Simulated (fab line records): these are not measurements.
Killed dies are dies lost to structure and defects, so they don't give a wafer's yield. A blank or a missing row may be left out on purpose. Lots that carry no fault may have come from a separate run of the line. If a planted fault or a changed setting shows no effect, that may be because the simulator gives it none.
The tool behind it: which one?    flow sky130    Sampling: 6 lots, 18 wafers, 4 of 708 route steps

== WHAT THE GAUGES READ, wafer by wafer ==
SKY_PASSIVATION_THK_MEAS_01.
lot   measured      on             PASSIVATION_CVD_00_THK (nm)
L615  day 43 22:55  film-metro-01  88.3 88.9 88.8
L619  day 45 20:00  film-metro-04  86.5 89.5 88.0
L618  day 45 20:20  film-metro-04  88.3 90.7 90.1
L629  day 47 16:53  film-metro-01  87.3 89.0 90.1
L631  day 48 04:34  film-metro-01  90.2 89.4 90.6
L636  day 49 09:17  film-metro-03  90.0 88.4 90.4

== WHAT TOOL EACH LOT RAN ON (gives the tool, then ch and the chambers of the sampled wafers, and finally the start) ==
lot   SKY_GATE_OXIDE_WET_ETCH_12       SKY_METAL5_SPUTTER_04         SKY_METAL5_METAL_ETCH_15
L615  wet-bench-04 ch 3, day 14 05:49  pvd-sputter-03, day 42 23:17  rie-metal-04 ch 0,1, day 43 21:58
L619  wet-bench-03 ch 1, day 16 03:17  pvd-sputter-01, day 44 21:50  rie-metal-01 ch 0,1, day 45 19:10
L618  wet-bench-02 ch 0, day 16 08:37  pvd-sputter-04, day 44 22:08  rie-metal-03 ch 0,1, day 45 19:26
L629  wet-bench-03 ch 2, day 19 01:59  pvd-sputter-01, day 46 19:56  rie-metal-01 ch 0,1, day 47 15:59
L631  wet-bench-03 ch 1, day 19 21:55  pvd-sputter-04, day 47 07:21  rie-metal-04 ch 0,1, day 48 03:17
L636  wet-bench-03 ch 3, day 21 15:56  pvd-sputter-03, day 48 15:19  rie-metal-03 ch 0,1, day 49 08:26
- SKY_GATE_OXIDE_WET_ETCH_12: etches SiO2 in dHF, target depth 16.8 nm, time 336 s.
- SKY_METAL5_SPUTTER_04: material TiN, target thk 70 nm, time 58.3 s.
- SKY_METAL5_METAL_ETCH_15: etches the open film in Cl2/BCl3, stops on SiO2, target depth 1260 nm, time 252 s.

== THE ANSWER, worked out from the rows above alone ==
Rule: the lots themselves supply what counts as usual. The widest of any qualifying gaps counts: lots, ordered by their means at a reading, are off when they make up no more than a third of the lots, leave a main group of 4 or more, and stand apart from it by 3 or more times the standard deviation of that group's means. If all means in a main group match to the digits the tables above print for the reading, that group is not used. Also off: a lot with no number at a reading for which 4 or more lots have one. Any other lot the step has rows for is counted as sound.
No lot is off at any reading shown: from this, nothing can be told.

== WHAT HAD BEEN PUT IN BY THE SIMULATOR ==
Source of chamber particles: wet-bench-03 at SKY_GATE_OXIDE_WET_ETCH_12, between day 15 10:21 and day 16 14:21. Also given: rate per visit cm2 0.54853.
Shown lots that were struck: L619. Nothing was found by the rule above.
